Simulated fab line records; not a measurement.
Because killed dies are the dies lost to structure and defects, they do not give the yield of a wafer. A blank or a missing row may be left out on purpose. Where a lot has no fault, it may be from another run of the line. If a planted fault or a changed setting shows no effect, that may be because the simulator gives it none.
8D (eight disciplines) problem report, filled in by code || flow sky130 || the parts of the form that need people (team, actions taken, sign-off) are left out

== 1. WHAT WENT WRONG ==
At SKY_LDD_HVN_IMPLANT_08, doseIonsCm2 averages 3e+13 over 6 wafers from 2 lots, while fault-free wafers read 3e+13, standard deviation 3.7e+10. Measured from the usual mean, that is +36 standard deviations.
First seen on wafer L349.1, day 23 00:41, on implanter-04. Wafers with a number at this step in the record: 39, from 13 lots. Rule for "out" (also "out of limits"): further than 4 standard deviations from the usual mean. Any other wafer with a number is counted as sound.

== 2. WHAT IT IS AND WHAT IT IS NOT ==
{"question": "which readings at this step", "is": "doseIonsCm2", "is not": "-"}
{"question": "which lots", "is": "L349, L352", "is not": "L343, L345, L347, L348, L354, L360, L361, L362, L363, L365, L366"}
{"question": "which wafers of those lots", "is": "all that have a number", "is not": "-"}
{"question": "read on which tools", "is": "implanter-04", "is not": "implanter-01, implanter-02"}
{"question": "when", "is": "from day 23 00:41", "is not": "up to then (12 sound wafers); but 21 sound wafers of L354, L360, L361, L362, L363, L365, L366 came after"}

== 3. THE SUSPECTS, EACH WITH WHAT RULES IT OUT ==
Counting: a tool stays on the suspect list if, at a process step up to the reading, it processed all lots that are out and no sound lot following the first of them.
- rieDiel-02 at SKY_POLY_GATE_ETCH_15 (etches BARC in N2/H2, stops on SiO2, time 118.5 s, target depth 110 nm): ruled out as a lasting fault. The sound lots L365 went through it after L349, its earliest lot that is out (day 19 00:41).
- implanter-04 at SKY_LDD_HVN_IMPLANT_08: ruled out as a lasting fault. The sound lots L363 went through it after L349, its earliest lot that is out (day 23 00:41).
Left after counting: nothing in the record.

== 4. THE CAUSE (what the simulator had put in) ==
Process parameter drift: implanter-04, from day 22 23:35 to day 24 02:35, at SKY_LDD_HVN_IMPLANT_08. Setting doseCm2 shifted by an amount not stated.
Counting ruled it out, wrongly.

== 5. THE EFFECT CHAIN, in route order ==
Each row: a reading where the mean over the struck wafers with a number is more than 3 standard deviations away from the usual. Scope: only readings with a usual standard deviation given in the record; hours: median across lots of the time from each lot's start at the first step in this table that gives one to its start at this step; sigmas: change in usual standard deviations.
{"hours": 0, "step": "SKY_LDD_HVN_IMPLANT_08", "reading": "doseIonsCm2", "usual": 3e+13, "on struck wafers": 3e+13, "change": "+1e+12", "sigmas": "+36"}
Its process steps:
- SKY_LDD_HVN_IMPLANT_08

== 6. HOW IT WOULD HAVE BEEN CAUGHT EARLIER ==
In this record the first reading out of limits was taken at day 23 00:41, 1 hour after the fault began at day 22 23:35.
